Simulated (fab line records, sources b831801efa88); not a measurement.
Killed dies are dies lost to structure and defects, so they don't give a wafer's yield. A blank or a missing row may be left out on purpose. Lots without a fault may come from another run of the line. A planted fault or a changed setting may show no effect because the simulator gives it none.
Which tool did it? | flow sky130 | 6 lots, 18 wafers sampled, at 3 steps of a route of 708

WHAT THE GAUGES READ, wafer by wafer
SKY_CONTACT_CD_MEAS_14: target cd 170 nm.
lot  | measured     | on        | cd_nm (nm)
L437 | day 32 00:36 | cd_sem-02 | 170.8 171.2 170.9
L440 | day 33 13:16 | cd_sem-02 | 168.6 169.3 169.3
L442 | day 34 05:43 | cd_sem-02 | 170.8 172.1 171.4
L446 | day 35 02:40 | cd_sem-01 | 170.5 170.2 170.0
L449 | day 36 04:37 | cd_sem-01 | 151.5 153.1 172.9
L458 | day 38 18:09 | cd_sem-01 | 170.7 170.6 170.2

WHICH TOOL RAN EACH LOT (tool, then ch and the chambers of the sampled wafers, then the start)
lot  | SKY_LI_CONTACT_SPUTTER_20    | SKY_CONTACT_EXPOSE_11
L437 | pvd_sputter-04, day 29 16:04 | krf_scanner-01 ch 0, day 31 12:16
L440 | pvd_sputter-04, day 31 04:37 | krf_scanner-02 ch 0, day 33 00:08
L442 | pvd_sputter-01, day 31 22:28 | krf_scanner-01 ch 0, day 33 17:36
L446 | pvd_sputter-01, day 32 18:44 | krf_scanner-01 ch 0, day 34 12:58
L449 | pvd_sputter-04, day 33 21:32 | krf_scanner-01 ch 0, day 35 15:23
L458 | pvd_sputter-03, day 36 11:56 | krf_scanner-02 ch 0, day 38 05:50
- SKY_LI_CONTACT_SPUTTER_20: material TiN, target thk 20 nm, time 80 s.
- SKY_CONTACT_EXPOSE_11: exposes mask CTM1, target cd 170 nm.

THE ANSWER, worked out from the rows above alone
Rule: what is usual is taken from the lots themselves. Put in order of their means at a reading, lots are off if they are a third of the lots or fewer, leave a main group of 4 or more, and stand apart from it by a gap of 3 or more times the standard deviation of the main group's means; of several such gaps the widest counts. A main group whose means are all the same, to the digits that the tables above print for the reading, isn't used. A lot without any number at a reading at which 4 lots or more have one is off too. The other lots that the step has rows for count as sound.
Off: L449, at SKY_CONTACT_CD_MEAS_14 (cd_nm). The main group: mean 170.4 nm, standard deviation 0.8.
A tool fits if, at a process step before that reading, it ran every lot that is off, and no sound lot after the first of them. The gauges at SKY_CONTACT_CD_MEAS_14 are tried like those tools. Can't be told from this: 2 tools fit, pvd_sputter-04 at SKY_LI_CONTACT_SPUTTER_20, krf_scanner-01 at SKY_CONTACT_EXPOSE_11.

WHAT THE SIMULATOR HAD PUT IN
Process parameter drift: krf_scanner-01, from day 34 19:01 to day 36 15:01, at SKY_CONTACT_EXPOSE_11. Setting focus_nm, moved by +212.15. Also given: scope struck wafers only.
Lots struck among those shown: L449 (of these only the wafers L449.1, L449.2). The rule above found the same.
